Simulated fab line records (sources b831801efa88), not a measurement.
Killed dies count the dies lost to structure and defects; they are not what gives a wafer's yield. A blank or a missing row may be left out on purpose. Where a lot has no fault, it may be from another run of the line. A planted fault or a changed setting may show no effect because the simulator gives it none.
Matching of chambers -- flow sky130 -- 4 sister chambers for SKY_CONTACT_CMP_27 on cmp-02
The step polishes, stops on SiO2, t overpolish 15 s, target thk 0 nm. 4 wafers are shown with their chamber, then 7 later ones without.

WAFERS, EACH WITH ITS CHAMBER
wafer,chamber,motor-current-A (A)
L315.3,1,9.7
L319.1,2,14.2
L321.2,0,10.8
L321.3,3,13.0

WAFERS WITHOUT THEIR CHAMBER
wafer,motor-current-A (A)
L321.5,10.7
L322.1,11.0
L322.3,13.0
L322.5,9.9
L324.2,11.1
L324.3,14.1
L324.4,9.8

CHAMBER TAKEN BY EACH
wafer,from the rows above,in truth
L321.5,0,0
L322.1,0,0
L322.3,3,3
L322.5,1,1
L324.2,0,0
L324.3,2,2
L324.4,1,1
7 of 7 placed correctly. Number that these rows cannot place: 0. 0 placed wrongly.
How it was worked out, from the rows above alone: a wafer's distance from a chamber is the root of the sum, over the readings, of the square of ((its reading less the chamber's mean) divided by the reading's scatter). If the next closest chamber is less than 2 further off than the closest, the wafer can't be placed; otherwise it belongs to the closest. Each chamber's mean is taken over the wafers shown for it. The scatter: with one shown wafer a chamber, the root of the mean of the squares of how far each hidden wafer lies from its nearest shown one.
